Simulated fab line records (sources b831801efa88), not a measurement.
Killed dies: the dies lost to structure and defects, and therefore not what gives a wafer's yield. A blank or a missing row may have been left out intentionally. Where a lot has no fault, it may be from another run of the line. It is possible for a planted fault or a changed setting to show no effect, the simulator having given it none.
Chamber matching	flow gf180mcu	GF_PASSIVATION_CVD_02 on pecvd-02: 3 sister chambers
The step deposits Si3N4, target thk 700 nm, time 486.18 s. 3 wafers are shown with their chamber, then 7 later ones without.

## EACH WAFER AND ITS CHAMBER
wafer	chamber	heater-power-w (W)
L759.4	2	715
L767.2	1	619
L767.3	0	823

## WAFERS WITHOUT THEIR CHAMBER
wafer	heater-power-w (W)
L768.2	562
L768.6	595
L769.4	794
L769.6	609
L770.1	536
L770.2	813
L770.4	632

## EACH ONE'S CHAMBER
wafer	from the rows above	in truth
L768.2	1	1
L768.6	1	1
L769.4	can't be placed: 0 or 2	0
L769.6	1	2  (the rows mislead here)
L770.1	1	1
L770.2	0	0
L770.4	can't be placed: 1 or 2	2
Correctly placed: 4 of 7. These rows do not allow placing 2 (true chamber among the candidates in 2). Number placed wrongly: 1.
How it was worked out, from the rows above alone: a wafer's distance from a chamber is the root of the sum, over the readings, of the square of ((its reading less the chamber's mean) divided by the reading's scatter). If the next closest chamber is less than 2 further off than the closest, the wafer can't be placed; otherwise it belongs to the closest. A chamber's mean is the mean of its shown wafers. The scatter (one wafer shown for each chamber): square how far every hidden wafer sits from the nearest shown wafer, average those squares and take the square root.
